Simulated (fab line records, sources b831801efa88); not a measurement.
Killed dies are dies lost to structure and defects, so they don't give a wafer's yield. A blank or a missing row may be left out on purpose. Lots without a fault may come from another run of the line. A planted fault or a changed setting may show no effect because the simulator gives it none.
One fault seen from 2 desks | flow sky130 | each desk has only its own numbers; what lay behind them comes last

THE METROLOGY DESK
What the gauges read, lot by lot, whatever tool the lot ran on: means of the sampled wafers that have a number. A lot is out of limits, marked OUT, if its mean lies more than 4 standard deviations from the usual mean; the brackets give that distance.
Columns: A = METAL4_OVL at SKY_METAL4_OVL_MEAS_14, usual -7 nm
lot  | first seen here | A
L812 | day 41 11:25    | -5
L815 | day 42 09:23    | 7
L818 | day 43 16:20    | -4
L817 | day 43 18:23    | -12
L820 | day 44 01:11    | -9
L821 | day 44 05:43    | -7
L822 | day 44 10:25    | -3
L825 | day 45 11:49    | 2
L826 | day 45 15:13    | -7
L831 | day 46 14:41    | 0
L833 | day 47 02:01    | -7
This desk's finding: nothing out of limits on any of the 11 lots.

THE TOOL OWNER'S DESK: pvd_sputter-03
The tool's own readings at SKY_VIA1_SPUTTER_20 (material TiN, target thk 20 nm, time 80 s): means of the sampled wafers that have a number, for each lot that ran on this tool. A lot is out of limits, marked OUT, if its mean lies more than 4 standard deviations from the usual mean; the brackets give that distance.
Columns: A = throttle_valve_pct at SKY_VIA1_SPUTTER_20, usual 30.2 %
lot  | first seen here | A
L818 | day 36 05:03    | 31.0
L820 | day 36 15:20    | 29.1
L821 | day 36 20:44    | 30.2
L822 | day 37 00:59    | 30.2
L825 | day 38 09:02    | 30.2
L826 | day 38 16:05    | 30.2
L831 | day 39 20:07    | 31.0
This desk's finding: nothing out of limits on any of the 7 lots.

PUT TOGETHER
The metrology desk saw nothing out of limits.
The tool owner's desk saw nothing out of limits.

WHAT THE SIMULATOR HAD PUT IN
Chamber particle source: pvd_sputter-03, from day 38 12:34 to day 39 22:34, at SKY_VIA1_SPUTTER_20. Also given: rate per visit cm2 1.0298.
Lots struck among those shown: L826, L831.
